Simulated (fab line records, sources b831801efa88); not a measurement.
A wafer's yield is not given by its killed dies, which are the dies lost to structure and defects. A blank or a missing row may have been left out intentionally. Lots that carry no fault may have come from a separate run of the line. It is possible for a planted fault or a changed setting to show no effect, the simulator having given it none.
Which of the tools did it? | flow sky130 | 36 wafers sampled from 12 lots at 1 step of a route of 708

## WHAT THE GAUGES READ, wafer by wafer
SKY_VIA3_THK_MEAS_01.
lot  | measured     | on           | VIA3_HDPCVD_THK (nm)
L075 | day 38 14:31 | filmMetro-02 | 1650 1622 1623
L077 | day 39 05:20 | filmMetro-01 | 1606 1623 1629
L078 | day 39 19:12 | filmMetro-01 | 1628 1629 1621
L081 | day 40 15:46 | filmMetro-03 | 1663 1655 1659
L083 | day 40 22:22 | filmMetro-02 | 1620 1616 1630
L085 | day 41 19:10 | filmMetro-02 | 1658 1654 1651
L087 | day 42 03:23 | filmMetro-01 | 1658 1652 1631
L089 | day 42 17:13 | filmMetro-01 | 1641 1663 1636
L091 | day 43 10:50 | filmMetro-02 | 1660 1639 1642
L093 | day 43 18:54 | filmMetro-01 | 1630 1622 1629
L096 | day 44 13:40 | filmMetro-01 | 1660 1631 1660
L097 | day 45 03:26 | filmMetro-02 | 1643 1628 1640

## WHAT TOOL EACH LOT RAN ON (gives the tool, then ch and the chambers of the sampled wafers, and finally the start)
The record shows no process step preceding these readings.

## THE ANSWER, worked out from the rows above alone
Rule: usual is defined by the lots themselves. The widest of any qualifying gaps counts: lots, ordered by their means at a reading, are off when they make up no more than a third of the lots, leave a main group of 4 or more, and stand apart from it by 3 or more times the standard deviation of that group's means. Not used: any main group whose means are identical at the precision the tables above print for the reading. A lot without any number at a reading at which 4 lots or more have one is off too. Any other lot the step has rows for is counted as sound.
No lot is off at any reading shown: from this, nothing can be told.

## WHAT THE SIMULATOR PUT IN
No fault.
